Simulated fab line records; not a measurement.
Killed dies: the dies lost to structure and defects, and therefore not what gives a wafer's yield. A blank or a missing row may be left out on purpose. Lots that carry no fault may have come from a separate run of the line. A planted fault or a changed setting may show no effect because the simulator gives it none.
A struck lot beside a sound one ; flow sky130 ; 15 out of 708 route steps
Sound: wafers L285.1, L285.4, L285.5. Struck: wafers L304.2, L304.5, L304.6. The cause comes at the end.
Each step with rows lists, per side, the tool, then ch with its chambers, then its first start. Under that, the readings that differ: sound wafers ; struck wafers ; difference of the means ; sigmas: that difference in standard deviations of wafers without a fault.
alike: a reading whose means differ by less than 2 such deviations, as well as words and numbers matching on both sides. not compared: withheld readings; readings where some wafer has no value; bounds like >300 that might hide an equal value; numbers whose values overlap and for which the record gives no deviation.
A row with sigmas, a row that says differs or no value, or rows on one side alone: a step with any of these is where the two part. When numbers do not overlap yet have no deviation, they are printed without sigmas and do not part them. A reading that every wafer of one side lacks parts them only if that side has two wafers or more.

first, 1 step without rows for these wafers: SKY_PASSIVATION_DEVELOP_10 (develop time 60 s).
SKY_PASSIVATION_ETCH_11: etches the open film in CF4/O2, stops on AlCu, target depth 725 nm, time 161.1 s.
  sound on rie diel-04 ch 2,3, day 45 05:56; struck on rie diel-02 ch 2,3, day 50 04:17
  alike: cf4 flow sccm, drypump motor current A, oes product au, throttle valve pct
  not compared: rf hours counter h
SKY_PASSIVATION_STRIP_12: strips in O2/N2.
  sound on plasma asher-03 ch 1, day 45 06:03; struck on plasma asher-02 ch 0,1, day 50 04:23
  alike: drypump motor current A, o2 flow sccm, oes product au, strip time to endpoint s
  not compared: rf hours counter h
then, 7 steps without rows for these wafers: SKY_PAD_OPEN_DEHYDRATE_00 (time 60 s); SKY_PAD_OPEN_HMDS_01 (prime time 60 s); SKY_PAD_OPEN_COAT_02 (resist thk 3000 nm); SKY_PAD_OPEN_SOFTBAKE_03; SKY_PAD_OPEN_EXPOSE_04 (exposes mask PDM, target cd 60000 nm); SKY_PAD_OPEN_PEB_05; SKY_PAD_OPEN_DEVELOP_06 (develop time 60 s).
SKY_PAD_OPEN_ETCH_07: etches the open film in CF4/O2, stops on AlCu, target depth 725 nm, time 159 s.
  sound on rie diel-01 ch 1,2, day 46 02:59; struck on rie diel-02 ch 0,1,2, day 50 20:02
  alike: cf4 flow sccm, drypump motor current A, oes product au, throttle valve pct
  not compared: rf hours counter h
SKY_PAD_OPEN_STRIP_08: strips in O2/N2.
  sound on plasma asher-03 ch 0, day 46 03:06; struck on plasma asher-02 ch 0,1, day 50 20:09
  alike: drypump motor current A, o2 flow sccm, oes product au
  not compared: rf hours counter h
SKY_PAD_OPEN_STRIP_09: strips in post etch residue remover, time 1200 s.
  sound on wet bench-02 ch 0, day 46 03:12; struck on wet bench-01 ch 0, day 50 20:15
reading;sound;struck;difference;sigmas
run length s (s);1225 1225 1225;1272 1272 1272;+47;+12
temp c (C);72.52 72.64 72.82;72.31 72.40 72.43;-0.28;-2
  alike: bath heat duty pct
then, 1 step without rows for these wafers: SKY_PAD_OPEN_CLEAN_10 (cleans in IPA, time 180 s).
SKY_PAD_OPEN_PROBE_99:
  sound on prober-02, day 46 05:19; struck on prober-01, day 50 22:25
reading;sound;struck;difference;sigmas
killed_at_M0_to_M3;60 59 46;33 42 39;-17;-2
killed open;56 52 56;35 39 45;-15;-2
  alike: defect limited yield, killed_at_M4_up, killed at contacts, killed at front end, killed at other, killed dies, killed short, sort_bin_3_pad_short, sort_bin_5_function, sort_bin_6_memory, sort n pass, sort yield pct

WHERE THEY PART
Earliest at SKY_PAD_OPEN_STRIP_09; latest, in this record, at SKY_PAD_OPEN_PROBE_99.

WHY: what the simulator had put in
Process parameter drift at SKY_PAD_OPEN_STRIP_09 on wet bench-01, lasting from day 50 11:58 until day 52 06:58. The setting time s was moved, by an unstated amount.
